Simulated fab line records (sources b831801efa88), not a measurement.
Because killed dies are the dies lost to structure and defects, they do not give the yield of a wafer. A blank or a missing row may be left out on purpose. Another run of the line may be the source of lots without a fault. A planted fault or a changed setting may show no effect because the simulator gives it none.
The tool behind it: which one? | flow gf180mcu | Sampling: 14 lots, 42 wafers, 6 of 602 route steps

== WHAT THE GAUGES SHOWED, per wafer ==
GF_LVPWELL_TW_MEAS_11.
lot  | measured    | on           | LVPWELL_TW
L529 | day 3 20:34 | filmMetro-04 | 560 559 560
L533 | day 4 20:01 | filmMetro-01 | 565 561 561
L534 | day 5 01:37 | filmMetro-04 | 556 556 558
L538 | day 5 23:01 | filmMetro-02 | 532 527 522
L539 | day 6 04:41 | filmMetro-04 | 514 520 518
L541 | day 6 17:26 | filmMetro-01 | 566 561 565
L542 | day 6 21:08 | filmMetro-01 | 569 567 563
L544 | day 7 08:07 | filmMetro-02 | 563 564 565
L545 | day 7 15:37 | filmMetro-04 | 559 556 556
L546 | day 7 20:32 | filmMetro-04 | 561 557 558
L547 | day 8 07:31 | filmMetro-01 | 562 560 560
L549 | day 8 13:40 | filmMetro-01 | 562 563 563
L551 | day 9 01:12 | filmMetro-02 | 566 566 568
L552 | day 9 06:46 | filmMetro-04 | 558 559 559

GF_VT_IMPLANT_RS_MEAS_48: uses a four-point probe to measure.
lot  | measured     | on           | LVPWELL_RS (ohm/sq)
L529 | day 7 13:48  | filmMetro-02 | 1200.4 1200.6 1202.2
L533 | day 8 17:43  | filmMetro-01 | 1195.9 1199.5 1199.7
L534 | day 9 01:05  | filmMetro-04 | 1198.7 1201.9 1202.4
L538 | day 10 01:34 | filmMetro-01 | 1543.2 1532.5 1537.2
L539 | day 10 07:50 | filmMetro-04 | 1537.1 1536.5 1538.3
L541 | day 11 00:13 | filmMetro-02 | 1193.0 1195.5 1197.4
L542 | day 11 05:46 | filmMetro-04 | 1194.6 1195.1 1200.8
L544 | day 11 17:16 | filmMetro-04 | 1197.2 1193.5 1192.0
L545 | day 12 01:22 | filmMetro-04 | 1200.5 1201.4 1198.6
L546 | day 12 07:40 | filmMetro-04 | 1200.0 1196.7 1200.8
L547 | day 12 21:50 | filmMetro-01 | 1203.3 1205.5 1200.8
L549 | day 13 04:04 | filmMetro-01 | 1200.7 1198.7 1198.4
L551 | day 13 19:14 | filmMetro-04 | 1200.4 1198.6 1196.1
L552 | day 14 01:37 | filmMetro-01 | 1202.2 1201.9 1200.6

GF_M2_CD_MEAS_14 targets a cd of 280 nm.
lot  | measured     | on       | cdNm (nm)
L529 | day 19 06:00 | cdSem-01 | 280.7 280.3 280.1
L533 | day 21 03:41 | cdSem-01 | 281.5 282.8 281.8
L534 | day 21 04:46 | cdSem-01 | 280.8 280.4 280.8
L541 | day 23 17:14 | cdSem-02 | 281.7 281.0 281.9
L542 | day 23 23:31 | cdSem-02 | 281.8 280.7 280.9
L544 | day 24 14:37 | cdSem-02 | 281.3 281.0 282.0
L545 | day 25 02:52 | cdSem-02 | 279.8 280.3 281.2
L546 | day 25 06:39 | cdSem-01 | 280.6 280.3 279.1
L547 | day 26 00:50 | cdSem-01 | 280.9 281.1 281.0
L549 | day 26 07:06 | cdSem-01 | 281.3 281.0 280.5
L551 | day 26 21:05 | cdSem-01 | 282.6 281.6 282.3
L552 | day 27 04:29 | cdSem-01 | 279.8 279.5 278.8

GF_V2_BOW_MEAS_05.
lot  | measured     | on           | V2_BOW (um)
L529 | day 19 07:25 | filmMetro-01 | 91 109 97
L533 | day 21 05:05 | filmMetro-01 | 123 107 102
L534 | day 21 06:11 | filmMetro-02 | 111 107 97
L541 | day 23 18:46 | filmMetro-04 | 88 79 91
L542 | day 24 00:53 | filmMetro-01 | 95 110 83
L544 | day 24 16:00 | filmMetro-01 | 91 100 87
L545 | day 25 04:15 | filmMetro-02 | 100 115 101
L546 | day 25 08:10 | filmMetro-02 | 117 106 108
L547 | day 26 02:17 | filmMetro-02 | 105 96 92
L549 | day 26 08:52 | filmMetro-04 | 93 106 84
L551 | day 26 22:33 | filmMetro-02 | 93 95 96
L552 | day 27 05:54 | filmMetro-01 | 96 104 93

== WHAT TOOL EACH LOT RAN ON (gives the tool, then ch and the chambers of the sampled wafers, and finally the start) ==
lot  | GF_LVPWELL_IMPLANT_09          | GF_M2_SPUTTER_01
L529 | implanter-02 ch 0, day 3 20:20 | pvdSputter-01, day 18 05:38
L533 | implanter-02 ch 0, day 4 19:46 | pvdSputter-02, day 20 04:10
L534 | implanter-04 ch 0, day 5 01:22 | pvdSputter-01, day 20 04:52
L538 | implanter-04, day 5 22:46      | -
L539 | implanter-01, day 6 04:28      | -
L541 | implanter-02 ch 0, day 6 17:14 | pvdSputter-02, day 22 18:20
L542 | implanter-02 ch 0, day 6 20:55 | pvdSputter-01, day 23 00:35
L544 | implanter-01 ch 0, day 7 07:54 | pvdSputter-04, day 23 17:09
L545 | implanter-01 ch 0, day 7 15:22 | pvdSputter-04, day 24 05:02
L546 | implanter-02 ch 0, day 7 20:19 | pvdSputter-02, day 24 09:11
L547 | implanter-01 ch 0, day 8 07:16 | pvdSputter-02, day 25 03:29
L549 | implanter-02 ch 0, day 8 13:26 | pvdSputter-04, day 25 09:55
L551 | implanter-04 ch 0, day 9 00:56 | pvdSputter-02, day 25 23:56
L552 | implanter-04 ch 0, day 9 06:31 | pvdSputter-04, day 26 08:10
- GF_LVPWELL_IMPLANT_09
- GF_M2_SPUTTER_01: material TiN, target thk 30 nm, time 25 s.

== WHAT THE TOOLS THEMSELVES READ (means of the sampled wafers that have a number; where no wafer has one, the mark that the record gives instead) ==
GF_LVPWELL_IMPLANT_09.
lot  | tool         | beamEnergyKeV | beamOnS (s)
L529 | implanter-02 | 59.987        | 9.84
L533 | implanter-02 | 59.992        | 9.79
L534 | implanter-04 | 60.015        | 9.92
L538 | implanter-04 | -             | -
L539 | implanter-01 | -             | -
L541 | implanter-02 | 60.022        | 9.68
L542 | implanter-02 | 59.986        | 10.14
L544 | implanter-01 | 59.977        | 9.88
L545 | implanter-01 | 59.981        | 10.18
L546 | implanter-02 | 59.999        | 10.19
L547 | implanter-01 | 59.991        | 9.85
L549 | implanter-02 | 59.998        | 9.92
L551 | implanter-04 | 59.976        | 10.10
L552 | implanter-04 | 60.012        | 9.88

GF_M2_SPUTTER_01.
lot  | tool          | throttleValvePct (%)
L529 | pvdSputter-01 | 30.2
L533 | pvdSputter-02 | 29.3
L534 | pvdSputter-01 | 30.4
L541 | pvdSputter-02 | 29.7
L542 | pvdSputter-01 | 30.3
L544 | pvdSputter-04 | 30.5
L545 | pvdSputter-04 | 31.1
L546 | pvdSputter-02 | 29.1
L547 | pvdSputter-02 | 29.6
L549 | pvdSputter-04 | 29.6
L551 | pvdSputter-02 | 29.9
L552 | pvdSputter-04 | 30.2

== THE ANSWER, worked out from the rows above alone ==
Rule: usual is defined by the lots themselves. Put in order of their means at a reading, lots are off if they are a third of the lots or fewer, leave a main group of 4 or more, and stand apart from it by a gap of 3 or more times the standard deviation of the main group's means; of several such gaps the widest counts. A main group is skipped when, at the precision printed for the reading in the tables above, its means are all equal. A lot without any number at a reading at which 4 lots or more have one is off too. Where the step has rows for the other lots, those lots are counted as sound. After the gauges, taken in route order, come the tools' own readings; for these a lot's mean is taken, as printed above. At the first step where some lot is off, the reading lying furthest off is the one used; lots without a number count as furthest.
Off: at GF_LVPWELL_TW_MEAS_11 (LVPWELL_TW), L538, L539. The main group: mean 561, standard deviation 3.3.
A tool fits if, at a process step before that reading, it ran every lot that is off, and no sound lot after the first of them. Not tried: the gauges at GF_LVPWELL_TW_MEAS_11; whatever is off there is also off at GF_LVPWELL_IMPLANT_09, on other tools, and gauge error can't account for it. Not one of the candidates tried fits.

== WHAT HAD BEEN PUT IN BY THE SIMULATOR ==
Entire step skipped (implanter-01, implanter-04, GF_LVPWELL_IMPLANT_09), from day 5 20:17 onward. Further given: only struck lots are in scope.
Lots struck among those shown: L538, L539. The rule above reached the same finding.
